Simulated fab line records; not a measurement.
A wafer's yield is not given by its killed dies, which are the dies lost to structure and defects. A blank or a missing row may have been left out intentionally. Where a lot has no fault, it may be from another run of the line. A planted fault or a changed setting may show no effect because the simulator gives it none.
fab line records -- flow sky130
record: lots: 7, wafers: 20, last_day: 50
route steps=708 shown METAL2@503 VIA2@507 PAD_OPEN@708
lots untouched by any fault: they come from a run of this same line in which no faults occurred
start_h: hours from the record's first day to the start of the lot's first wafer shown -- wait_h: hours from the lot's prior step to this one -- " unchanged from the row above -- L1.1+2: a single row standing in for several wafers -- - no value present, or no start provided -- * or withheld: withheld -- < > ~ a bound
route shown NAME@n: a module of which the file shows steps, and the number in the route of the first -- usual: mean and standard deviation over wafers with no fault -- same: alike in all rows -- chamber/n: place in a boat -- sites: each site's reading -- _std_site: standard deviation across them -- _edge_site: mean of outer sites minus mean of inner sites -- radius_mm: for every site, how far away it sits from the centre of the wafer -- mask NAME#n: copy n -- behind: the tool/chamber that last shaped the wafer -- hold: why the lot was held/for how many hours/how that ended -- device: which transistor (n, p or np) failed to switch -- end of line: the tests these same wafers got at the end of their route -- where a step has no rows: the recipe by itself -- killed: count of dies lost to structure and defects at first sort (not the wafer's yield) -- map: per-die view of a wafer (x killed, . not killed, _ where there is no die)
set.NAME: the run value of the setting; set.NAME@STEP: its run value at that earlier step -- model.NAME: the simulator's own value behind a step, which no gauge read
certain route steps with their lots: each step a table, each wafer a row
services: the hour from which a tool's chamber was out of use, counted from the record's first day as start_h (under 0 if before that day), plus the number of hours and why
== steps ==
step: SKY_METAL2_STRIP_20
recipe: chemistry: O2/N2, power_w: 1400, pressure_mtorr: 1500, platen_temp_c: withheld, o2_flow_sccm: 3000, n2_flow_sccm: 300, overash_fraction: 0.5
usual: drypump_motor_current_A: 5.59/0.19, oes_product_au: 0.344/0.0053, strip_time_to_endpoint_s: 2.73/0.075
lot.wafer,tool,chamber,start_h,wait_h,drypump_motor_current_A,oes_product_au,rf_hours_counter_h,strip_time_to_endpoint_s
L762.1,plasma_asher-01,1,842.77,0.1,5.98,0.351,10,2.85
L762.2,plasma_asher-01,0,842.77,0.1,5.46,0.350,10,2.73
L762.6,plasma_asher-01,0,842.77,0.1,5.47,0.338,-,2.73
L764.1,plasma_asher-03,1,851.33,0.1,5.68,0.351,41,2.70
L764.5,plasma_asher-03,0,851.33,0.1,5.63,0.348,-,2.85
L764.6,plasma_asher-03,1,851.33,0.1,5.66,0.346,-,2.70
L774.1,plasma_asher-03,1,919.93,0.1,5.69,0.346,48,2.76
L774.2,plasma_asher-03,0,919.93,0.1,5.61,0.347,48,2.63
L774.6,plasma_asher-03,0,919.93,0.1,5.61,0.337,-,2.65
L775.4,plasma_asher-02,0,925.26,0.1,5.35,0.352,-,2.81
L775.5,plasma_asher-02,1,925.26,0.1,5.61,0.343,-,2.72
L776.1,plasma_asher-01,0,941.82,0.1,5.46,0.341,20,2.64
L776.2,plasma_asher-01,1,941.82,0.1,5.96,0.347,20,2.72
L776.6,plasma_asher-01,0,941.82,0.1,5.46,0.342,-,2.78
L781.2,plasma_asher-01,1,972.93,0.1,5.95,0.339,23,2.71
L781.3,plasma_asher-01,0,972.93,0.1,5.45,0.344,-,2.72
L781.6,plasma_asher-01,1,972.93,0.1,5.92,0.338,-,2.59
L782.3,plasma_asher-02,0,974.97,0.1,5.33,0.348,-,2.79
L782.5,plasma_asher-02,1,974.97,0.1,5.60,0.340,-,2.63
L782.6,plasma_asher-02,0,974.97,0.1,5.34,0.344,-,2.81
step: SKY_METAL2_STRIP_21
recipe: chemistry: post_etch_residue_remover, time_s: 1200, temp_c: 72.5
step: SKY_METAL2_CLEAN_22
recipe: chemistry: IPA, time_s: 180, temp_c: 25
step: SKY_METAL2_CLEAN_23
recipe: chemistry: O3/DIW, dry: n2_spin
step: SKY_VIA2_HDPCVD_00
recipe: material: SiO2, target_thk_nm: 1180, sigma_open_frac: 0.3, time_s: 196.7, temp_c: 400, sih4_flow_sccm: 60, pressure_mtorr: 6
step: SKY_VIA2_THK_MEAS_01
recipe: reads: SiO2_of_VIA2_HDPCVD_00
usual: VIA2_HDPCVD_THK: 1180/12
lot.wafer,tool,chamber,start_h,wait_h,VIA2_HDPCVD_THK[nm]
L762.1,film_metro-01,-,843.48,0.1,1174
L762.2,film_metro-01,-,843.48,0.1,1188
L762.6,film_metro-01,-,843.48,0.1,1188
L764.1,film_metro-02,-,852.05,0.1,1189
L764.5,film_metro-02,-,852.05,0.1,1193
L764.6,film_metro-02,-,852.05,0.1,1195
L774.1,film_metro-03,-,920.70,0.1,1194
L774.2,film_metro-03,-,920.70,0.1,1178
L774.6,film_metro-03,-,920.70,0.1,1187
L775.4,film_metro-01,-,925.98,0.0,1153
L775.5,film_metro-01,-,925.98,0.0,1165
L776.1,film_metro-03,-,942.54,0.1,1177
L776.2,film_metro-03,-,942.54,0.1,1189
L776.6,film_metro-03,-,942.54,0.1,1198
L781.2,film_metro-01,-,973.66,0.1,1184
L781.3,film_metro-01,-,973.66,0.1,1171
L781.6,film_metro-01,-,973.66,0.1,1166
L782.3,film_metro-01,-,975.67,0.1,1187
L782.5,film_metro-01,-,975.67,0.1,1181
L782.6,film_metro-01,-,975.67,0.1,1178
step: SKY_VIA2_CMP_02
recipe: material: SiO2, down_force_psi: 4, platen_rpm: 60, pad_velocity_m_s: 0.94248
usual: head_pressure_psi: 3.998/0.0095, motor_current_A: 12.2/1.4
lot.wafer,tool,chamber,start_h,wait_h,head_pressure_psi,motor_current_A
L762.1,cmp-01,2,843.57,0.1,3.987,11.1
L762.2,cmp-01,0,843.57,0.1,4.006,11.8
L762.6,cmp-01,3,843.57,0.1,3.994,10.4
L764.1,cmp-02,2,852.21,0.1,3.980,12.7
L764.5,cmp-02,0,852.21,0.1,3.999,13.6
L764.6,cmp-02,1,852.21,0.1,3.994,12.1
L774.2,cmp-01,0,920.81,0.1,4.003,11.8
L774.1,cmp-01,1,920.81,0.1,4.013,12.2
L774.6,cmp-01,0,920.81,0.1,4.007,12.7
L775.4,cmp-01,2,926.01,0.0,4.005,10.8
L775.5,cmp-01,2,926.01,0.0,4.005,10.6
L776.2,cmp-01,1,942.60,0.0,3.995,11.3
L776.1,cmp-01,2,942.60,0.0,3.999,10.7
L776.6,cmp-01,1,942.60,0.0,3.999,11.3
L781.3,cmp-01,2,973.82,0.1,4.007,10.7
L781.2,cmp-01,0,973.82,0.1,4.003,12.3
L781.6,cmp-01,1,973.82,0.1,4.014,12.5
L782.3,cmp-01,0,975.81,0.1,3.990,11.4
L782.5,cmp-01,2,975.81,0.1,4.002,10.7
L782.6,cmp-01,3,975.81,0.1,4.006,10.3
step: SKY_VIA2_BOW_MEAS_03
recipe: mode: bow
usual: VIA2_BOW: 86/8.3
lot.wafer,tool,chamber,start_h,wait_h,VIA2_BOW[um]
L762.1,film_metro-01,-,843.87,0.2,86
L762.2,film_metro-01,-,843.87,0.2,96
L762.6,film_metro-01,-,843.87,0.2,94
L764.1,film_metro-03,-,852.41,0.1,80
L764.5,film_metro-03,-,852.41,0.1,70
L764.6,film_metro-03,-,852.41,0.1,80
L774.1,film_metro-02,-,921.06,0.1,87
L774.2,film_metro-02,-,921.06,0.1,83
L774.6,film_metro-02,-,921.06,0.1,87
L775.4,film_metro-01,-,926.37,0.3,65
L775.5,film_metro-01,-,926.37,0.3,72
L776.1,film_metro-01,-,942.90,0.2,82
L776.2,film_metro-01,-,942.90,0.2,85
L776.6,film_metro-01,-,942.90,0.2,79
L781.2,film_metro-01,-,974.09,0.1,90
L781.3,film_metro-01,-,974.09,0.1,94
L781.6,film_metro-01,-,974.09,0.1,89
L782.3,film_metro-03,-,976.05,0.2,91
L782.5,film_metro-03,-,976.05,0.2,86
L782.6,film_metro-03,-,976.05,0.2,87
step: SKY_VIA2_DEHYDRATE_04
recipe: temp_c: 200, time_s: 60
step: SKY_VIA2_HMDS_05
recipe: prime_time_s: 60, prime_temp_c: 120
step: SKY_VIA2_COAT_06
recipe: resist: BARC, temp_c: withheld, time_s: withheld, spin_rpm: 3000, resist_thk_nm: 60
step: SKY_VIA2_COAT_07
recipe: resist: KrF-thick, spin_rpm: 3000, resist_thk_nm: 450
step: SKY_VIA2_SOFTBAKE_08
recipe: temp_c: 100, time_s: 90, resist: KrF-thick
usual: heater_power_total_W: 57.37/0.12, run_length_s: 119.14/0.28
lot.wafer,tool,chamber,start_h,wait_h,heater_power_total_W,run_length_s
L762.1,litho_track-01,0,856,-,57.19,119.38
L762.2,litho_track-01,0,856,-,57.26,119.20
L762.6,litho_track-01,0,856,-,57.45,119.15
L764.1,litho_track-02,0,865,-,57.47,119.24
L764.5,litho_track-02,0,865,-,57.43,119.21
L764.6,litho_track-02,0,865,-,57.32,119.43
L774.1,litho_track-02,0,933,-,57.23,119.43
L774.2,litho_track-02,0,933,-,59.56,110.60
L774.6,litho_track-02,0,933,-,57.33,119.27
L775.4,litho_track-02,0,938,-,57.44,119.34
L775.5,litho_track-02,0,938,-,59.51,110.58
L776.1,litho_track-02,0,954,-,57.58,119.24
L776.2,litho_track-02,0,954,-,59.16,110.46
L776.6,litho_track-02,0,954,-,57.31,119.19
L781.2,litho_track-04,0,986,-,57.48,118.67
L781.3,litho_track-04,0,986,-,57.48,118.85
L781.6,litho_track-04,0,986,-,57.52,118.75
L782.3,litho_track-04,0,987,-,57.26,118.68
L782.5,litho_track-04,0,987,-,57.37,118.84
L782.6,litho_track-04,0,987,-,57.53,118.69
step: SKY_VIA2_EXPOSE_09
recipe: mask_id: VIM2, na: 0.8, source_shape: annular, sigma_inner: 0.55, sigma_outer: 0.85, target_cd_nm: 200, dose_mj: 38
step: SKY_PAD_OPEN_PROBE_99
usual: defect_limited_yield: 81.9/2, killed_at_M0_to_M3: 43/6.5, killed_at_M4_up: 3.2/1.8, killed_at_contacts: 26/5.2, killed_at_front_end: 16/4.8, killed_at_other: 0.3/0.6, killed_dies: 89/9.6, killed_on_rim: 17/3.7, killed_open: 48/7.1, killed_short: 40/6.4, sort_bin_3_pad_short: 0.9/0.37, sort_bin_5_function: 10.7/1.4, sort_bin_6_memory: 6.5/1.2, sort_n_pass: 403/9.6, sort_yield_pct: 81.9/2
same: gross_dies: 492, killed_at_back_side: 0, sort_bin_4_leakage[%]: 0, sort_bin_8_speed[%]: 0
lot.wafer,tool,chamber,start_h,wait_h,defect_limited_yield[%],killed_at_M0_to_M3,killed_at_M4_up,killed_at_contacts,killed_at_front_end,killed_at_other,killed_dies,killed_on_rim,killed_open,killed_short,sort_bin_3_pad_short[%],sort_bin_5_function[%],sort_bin_6_memory[%],sort_n_pass,sort_yield_pct[%]
L762.1,prober-02,-,1093.28,0.1,78.5,55,5,29,17,0,106,17,58,48,1.4,13.8,6.3,386,78.5
L762.2,prober-02,-,1093.33,0.1,84.6,40,2,25,8,1,76,15,41,34,1.8,7.7,5.9,416,84.6
L762.6,prober-02,-,1093.53,0.2,82.3,37,2,25,22,1,87,17,44,42,0.6,10.6,6.5,405,82.3
L764.1,prober-02,-,1099.93,0.1,82.7,40,6,23,16,0,85,19,48,37,0.6,10.2,6.5,407,82.7
L764.5,prober-02,-,1100.13,0.2,79.7,49,3,31,17,0,100,14,65,35,0.8,12.2,7.3,392,79.7
L764.6,prober-02,-,1100.18,0.2,82.3,54,5,15,13,0,87,16,46,41,1.0,11.0,5.7,405,82.3
L774.1,prober-01,-,1154.06,0.1,83.5,33,4,26,16,2,81,18,45,35,0.6,9.6,6.3,411,83.5
L774.2,prober-01,-,1154.11,0.1,84.1,28,5,33,12,0,78,17,39,36,0,10.2,5.7,414,84.1
L774.6,prober-01,-,1154.31,0.2,81.3,45,5,31,11,0,92,16,52,40,1.2,11.6,5.9,400,81.3
L775.4,prober-02,-,1156.25,0.2,78.0,54,5,29,20,0,108,19,63,44,1.0,13.0,7.9,384,78.0
L775.5,prober-02,-,1156.30,0.2,81.9,50,1,27,11,0,89,15,51,37,1.2,11.4,5.5,403,81.9
L776.1,prober-01,-,1170.27,0.1,82.5,38,5,33,10,0,86,20,39,47,1.0,10.8,5.7,406,82.5
L776.2,prober-01,-,1170.32,0.1,79.9,49,5,22,23,0,99,15,61,36,0.8,11.8,7.5,393,79.9
L776.6,prober-01,-,1170.52,0.2,81.3,48,4,25,15,0,92,15,49,41,0.4,12.4,5.9,400,81.3
L781.2,prober-02,-,1190.25,0.1,83.1,36,4,23,20,0,83,18,44,39,0.8,10.4,5.7,409,83.1
L781.3,prober-02,-,1190.30,0.2,82.3,36,2,34,15,0,87,19,43,44,0.6,10.0,7.1,405,82.3
L781.6,prober-02,-,1190.45,0.2,86.2,34,2,15,17,0,68,15,32,36,1.0,8.7,4.1,424,86.2
L782.3,prober-01,-,1192.20,0.2,78.3,51,4,30,21,1,107,20,62,44,0.6,14.4,6.7,385,78.3
L782.5,prober-01,-,1192.30,0.2,80.9,57,3,15,17,2,94,20,45,49,0.4,9.6,9.1,398,80.9
L782.6,prober-01,-,1192.35,0.2,82.5,41,2,26,15,2,86,14,50,35,0.2,11.2,6.1,406,82.5
killed by level:class
L762.1 LI_CONTACT:geometric_particle:open=15 VIA1:geometric_particle:open=11 METAL2:geometric_particle:short=10 VIA1:geometric_particle:short=9 VIA2:geometric_particle:open=8 CONTACT:geometric_particle:open=6 POLY_GATE:geometric_particle:short=4 METAL3:geometric_particle:short=4
L762.2 CONTACT:geometric_particle:open=9 VIA1:geometric_particle:open=7 LI_CONTACT:geometric_particle:open=7 VIA2:geometric_particle:open=7 CONTACT:geometric_particle:short=6 METAL1:geometric_particle:short=5 VIA1:geometric_particle:short=5 METAL2:geometric_particle:short=4
L762.6 CONTACT:geometric_particle:open=9 VIA1:geometric_particle:open=8 POLY_GATE:geometric_particle:short=7 CONTACT:geometric_particle:short=7 VIA3:geometric_particle:open=7 VIA2:geometric_particle:open=7 FIELD_ISO:geometric_particle:short=5 LI_CONTACT:geometric_particle:short=4
L764.1 CONTACT:geometric_particle:open=9 LI_CONTACT:geometric_particle:open=9 VIA1:geometric_particle:open=9 VIA2:geometric_particle:open=5 METAL1:geometric_particle:short=5 METAL4:geometric_particle:short=5 FIELD_ISO:geometric_particle:open=4 POLY_GATE:geometric_particle:open=4
L764.5 CONTACT:geometric_particle:open=12 VIA1:geometric_particle:open=10 VIA3:geometric_particle:open=9 LI_CONTACT:geometric_particle:open=8 POLY_GATE:geometric_particle:open=7 VIA2:geometric_particle:open=6 CONTACT:geometric_particle:short=5 METAL3:geometric_particle:short=4
L764.6 VIA3:geometric_particle:open=11 METAL2:geometric_particle:short=10 VIA1:geometric_particle:open=8 FIELD_ISO:geometric_particle:open=7 METAL1:geometric_particle:short=7 CONTACT:geometric_particle:open=6 VIA2:geometric_particle:short=6 VIA2:geometric_particle:open=6
L774.1 LI_CONTACT:geometric_particle:open=13 VIA1:geometric_particle:open=7 CONTACT:geometric_particle:open=6 POLY_GATE:geometric_particle:open=5 VIA1:geometric_particle:short=5 VIA3:geometric_particle:open=4 METAL1:geometric_particle:short=4 FIELD_ISO:geometric_particle:short=3
L774.2 LI_CONTACT:geometric_particle:open=12 CONTACT:geometric_particle:short=9 CONTACT:geometric_particle:open=7 VIA3:geometric_particle:short=6 FIELD_ISO:geometric_particle:open=4 VIA1:geometric_particle:open=4 VIA1:geometric_particle:short=4 METAL2:geometric_particle:short=4
L774.6 VIA1:geometric_particle:open=17 CONTACT:geometric_particle:open=10 LI_CONTACT:geometric_particle:open=7 VIA2:geometric_particle:open=6 LI_CONTACT:geometric_particle:short=5 CONTACT:geometric_particle:short=5 METAL1:geometric_particle:short=4 VIA2:geometric_particle:short=4
L775.4 VIA1:geometric_particle:open=12 CONTACT:geometric_particle:open=11 VIA2:geometric_particle:open=8 VIA3:geometric_particle:open=8 LOCAL_INTERCONNECT:geometric_particle:short=7 METAL1:geometric_particle:short=6 FIELD_ISO:geometric_particle:open=5 LI_CONTACT:geometric_particle:open=5
L775.5 VIA1:geometric_particle:open=15 CONTACT:geometric_particle:open=12 CONTACT:geometric_particle:short=6 VIA3:geometric_particle:open=6 POLY_GATE:geometric_particle:open=4 LI_CONTACT:geometric_particle:open=4 LOCAL_INTERCONNECT:geometric_particle:short=4 METAL1:geometric_particle:short=4
L776.1 LI_CONTACT:geometric_particle:open=9 VIA1:geometric_particle:open=9 CONTACT:geometric_particle:short=7 CONTACT:geometric_particle:open=7 VIA1:geometric_particle:short=7 LOCAL_INTERCONNECT:geometric_particle:short=6 VIA2:geometric_particle:open=6 METAL4:geometric_particle:short=5
L776.2 VIA1:geometric_particle:open=18 POLY_GATE:geometric_particle:open=8 CONTACT:geometric_particle:open=7 FIELD_ISO:geometric_particle:short=6 METAL2:geometric_particle:short=6 VIA2:geometric_particle:open=6 LI_CONTACT:geometric_particle:open=6 LOCAL_INTERCONNECT:geometric_particle:short=5
L776.6 VIA1:geometric_particle:open=10 VIA3:geometric_particle:open=8 LI_CONTACT:geometric_particle:open=7 METAL1:geometric_particle:short=7 CONTACT:geometric_particle:open=6 CONTACT:geometric_particle:short=5 VIA2:geometric_particle:short=5 METAL4:geometric_particle:short=4
L781.2 LI_CONTACT:geometric_particle:open=9 VIA3:geometric_particle:open=8 FIELD_ISO:geometric_particle:short=7 LOCAL_INTERCONNECT:geometric_particle:short=6 VIA1:geometric_particle:open=6 METAL2:geometric_particle:short=6 VIA2:geometric_particle:open=6 CONTACT:geometric_particle:open=4
L781.3 LOCAL_INTERCONNECT:geometric_particle:short=9 LI_CONTACT:geometric_particle:open=8 VIA2:geometric_particle:open=8 CONTACT:geometric_particle:open=8 CONTACT:geometric_particle:short=6 VIA1:geometric_particle:open=6 METAL1:geometric_particle:short=5 POLY_GATE:geometric_particle:short=4
L781.6 VIA1:geometric_particle:open=7 CONTACT:geometric_particle:open=6 METAL2:geometric_particle:short=6 VIA3:geometric_particle:open=5 POLY_GATE:geometric_particle:short=5 LI_CONTACT:geometric_particle:open=5 METAL1:geometric_particle:short=4 METAL3:geometric_particle:short=4
L782.3 CONTACT:geometric_particle:open=17 VIA1:geometric_particle:open=9 LI_CONTACT:geometric_particle:open=8 VIA3:geometric_particle:open=8 FIELD_ISO:geometric_particle:short=7 VIA1:geometric_particle:short=6 VIA2:geometric_particle:open=6 METAL1:geometric_particle:short=5
L782.5 VIA1:geometric_particle:open=14 CONTACT:geometric_particle:open=9 METAL2:geometric_particle:short=9 VIA1:geometric_particle:short=8 VIA2:geometric_particle:open=6 METAL1:geometric_particle:short=6 VIA3:geometric_particle:short=6 POLY_GATE:geometric_particle:short=5
L782.6 VIA1:geometric_particle:open=16 CONTACT:geometric_particle:open=12 METAL2:geometric_particle:short=7 FIELD_ISO:geometric_particle:open=6 LI_CONTACT:geometric_particle:open=6 LOCAL_INTERCONNECT:geometric_particle:short=5 METAL1:geometric_particle:short=4 VIA3:geometric_particle:open=4
== services ==
tool,chamber,start_h,hours,kind
cmp-02,-,912.02,4.0,pm
cmp-02,-,916.02,-,consumable_replace:conditioner
cmp-02,-,916.02,-,consumable_replace:pad
cmp-02,-,917.17,0.5,repair
plasma_asher-03,-,930.47,0.9,repair
plasma_asher-01,-,930.95,2.0,repair
cmp-02,-,941.99,5.3,pm
plasma_asher-03,-,956.29,2.8,pm
cmp-01,-,966.31,6.5,pm
cmp-02,-,973.02,6.3,pm
== key ==
first_sign: step: SKY_VIA2_SOFTBAKE_08, reading: run_length_s, direction: down, sigmas: 31, usual: *, struck: *
effect: step: SKY_VIA2_SOFTBAKE_08, reading: heater_power_total_W, direction: up, sigmas: 17, usual: *, struck: *
met_at SKY_VIA2_SOFTBAKE_08
struck_wafers L774.2,L775.5,L776.2
onset_between 865 933
fault: kind: process_parameter_drift, tool: litho_track-02, chamber: -, onset_h: 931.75, steps: SKY_VIA2_SOFTBAKE_08, channel: time_s, offset: *, shape: step, end_h: 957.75, scope: struck_wafers_only, acts_in: *, stated: *
